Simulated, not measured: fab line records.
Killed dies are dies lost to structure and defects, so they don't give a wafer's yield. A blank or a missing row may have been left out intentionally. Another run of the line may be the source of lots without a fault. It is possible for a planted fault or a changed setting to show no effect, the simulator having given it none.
A single fault, viewed from 2 desks -- flow sky130 -- each desk holds nothing but its own numbers, with what lay behind them at the end

== THE METROLOGY DESK ==
Lot by lot, what the gauges showed, no matter which tool ran the lot: averages of those sampled wafers that carry a number. The brackets show how far a lot's mean lies from the usual mean; more than 4 standard deviations puts the lot out of limits, marked OUT.
Columns: A = cdNm at SKY_FIELD_ISO_CD_MEAS_13, usual 149.6 nm; B = FIELD_ISO_CVD_24_THK at SKY_FIELD_ISO_THK_MEAS_25, usual 595 nm; C = NWELL_OXIDATION_THK at SKY_NWELL_THK_MEAS_02, usual 9.96 nm; D = DNWELL_TW at SKY_DNWELL_TW_MEAS_09, usual 1105
lot,first seen here,A,B,C,D
L692,day 2 14:45,151.4,601,10.07,1086
L693,day 2 21:28,149.8,598,10.02,1093
L694,day 3 06:12,149.3,588,10.28,1115
L698,day 3 20:52,150.4,604,10.06,1114
L699,day 4 02:28,152.1,591,9.89,1094
L701,day 4 13:23,146.5,584,9.74,1095
L702,day 4 18:14,150.7,593,9.81,1101
L706,day 5 17:39,149.3,502 (-15) OUT,10.19,1101
L707,day 5 20:43,149.5,591,10.01,1110
L708,day 6 03:36,151.6,468 (-21) OUT,9.90,1101
L712,day 6 22:47,148.2,602,10.28,1116
L713,day 7 03:22,150.5,600,9.75,1096
This desk's finding: out of limits on L706, L708; first on L706, day 5 19:37 (FIELD_ISO_CVD_24_THK at SKY_FIELD_ISO_THK_MEAS_25). Within limits: L692, L693, L694, L698, L699, L701, L702, L707, L712, L713.

== AT THE TOOL OWNER'S DESK: hdpcvd-01 ==
The tool's own readings at SKY_FIELD_ISO_CVD_24 (deposits SiO2, target thk 595 nm, time 99.2 s): means of the sampled wafers that have a number, for each lot that ran on this tool. The brackets show how far a lot's mean lies from the usual mean; more than 4 standard deviations puts the lot out of limits, marked OUT.
Columns: A = pressureMtorr at SKY_FIELD_ISO_CVD_24, usual 6.001 mTorr; B = sih4FlowSccm at SKY_FIELD_ISO_CVD_24, usual 59.99 sccm; C = susceptorTempC at SKY_FIELD_ISO_CVD_24, usual 650.0 C
lot,first seen here,A,B,C
L692,day 2 18:22,6.008,59.97,649.9
L694,day 3 08:06,6.013,60.06,649.9
L698,day 3 22:54,6.000,59.88,650.0
L699,day 4 05:25,6.003,59.89,649.8
L706,day 5 19:32,5.989,59.77,650.2
L708,day 6 05:29,5.987,60.19,650.4
Result from this desk: across the 6 lots, nothing is out of limits.

== TAKEN TOGETHER ==
On L706, L708, the metrology desk was in a position to raise an alarm at day 5 19:37.
The desk of the tool owner found nothing out of limits.
On record at the tool owner's desk: L706, L708, within its limits.
On hdpcvd-01, each named lot ran SKY_FIELD_ISO_CVD_24.

== WHAT THE SIMULATOR PUT IN ==
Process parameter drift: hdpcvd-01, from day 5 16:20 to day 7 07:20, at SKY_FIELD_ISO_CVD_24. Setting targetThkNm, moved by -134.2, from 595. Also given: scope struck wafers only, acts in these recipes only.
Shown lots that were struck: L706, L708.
Delay in hours, fault start to first out-of-limits reading, per desk: metrology desk 3.
